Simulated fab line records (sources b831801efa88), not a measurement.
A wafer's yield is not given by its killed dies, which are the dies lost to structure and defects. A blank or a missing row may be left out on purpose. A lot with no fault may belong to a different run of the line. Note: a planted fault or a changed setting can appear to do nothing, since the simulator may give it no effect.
One fault through the eyes of 2 desks | flow sky130 | each desk has only its own numbers; what lay behind them comes last

## AT THE METROLOGY DESK
What the gauges read for every lot (on any tool): the sampled wafers with a number, averaged. A lot is out of limits, marked OUT, if its mean lies more than 4 standard deviations from the usual mean; the brackets give that distance.
Columns: A = METAL3_OVL at SKY_METAL3_OVL_MEAS_14, usual 1 nm; B = VIA3_HDPCVD_THK at SKY_VIA3_THK_MEAS_01, usual 1642 nm
lot  | first seen here | A  | B
L145 | day 39 01:19    | -4 | 1624
L146 | day 39 04:49    | -1 | 1658
L147 | day 39 07:05    | -8 | 1665
L148 | day 39 09:56    | 6  | 1626
L151 | day 40 07:40    | -5 | 1653
L152 | day 40 14:39    | -1 | 1650
L156 | day 42 04:59    | 9  | 1645
L158 | day 42 14:37    | 7  | 1646
L159 | day 42 16:40    | 9  | 1626
L160 | day 42 20:58    | -2 | 1630
L161 | day 43 06:58    | 3  | 1662
L163 | day 43 22:11    | 0  | 1637
L165 | day 44 08:11    | -5 | 1657
L168 | day 45 02:48    | 3  | 1631
This desk's finding: nothing out of limits on any of the 14 lots.

## FOR THE TOOL OWNER'S DESK: litho track-04
The tool's own readings at SKY_METAL3_SOFTBAKE_09 (time 90 s): means of the sampled wafers that have a number, for each lot that ran on this tool. A lot is out of limits, marked OUT, if its mean lies more than 4 standard deviations from the usual mean; the brackets give that distance.
Columns: A = heater power total W at SKY_METAL3_SOFTBAKE_09, usual 57.35 W; B = plate temp C at SKY_METAL3_SOFTBAKE_09, usual 99.98 C; C = resist line temp C at SKY_METAL3_SOFTBAKE_09, usual 23.03 C
lot  | first seen here | A                | B      | C
L145 | day 38 12:00    | 57.38            | 100.06 | 23.09
L147 | day 38 18:00    | 57.41            | 99.91  | 23.09
L156 | day 41 16:00    | 56.85 (-4.5) OUT | 99.64  | 23.14
L158 | day 42 02:00    | 56.72 (-5.7) OUT | 99.39  | 23.00
This desk's finding: out of limits on L156, L158; first on L156, day 41 16:00 (heater power total W at SKY_METAL3_SOFTBAKE_09). L145, L147 stayed within limits.

## TAKEN TOGETHER
The tool owner's desk had the chance to raise an alarm at day 41 16:00 on L156, L158.
From the metrology desk's view, nothing was out of limits.
The metrology desk holds a record of L156, L158, inside its limits.
Of the lots named, all ran SKY_METAL3_SOFTBAKE_09 on litho track-04.

## WHAT THE SIMULATOR HAD INSERTED
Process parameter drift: litho track-04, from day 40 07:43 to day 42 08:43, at SKY_METAL3_SOFTBAKE_09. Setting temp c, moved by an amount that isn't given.
Lots struck among those shown: L156, L158.
How many hours passed from the start of the fault until each desk's first out-of-limits reading: the tool owner's desk, 32.
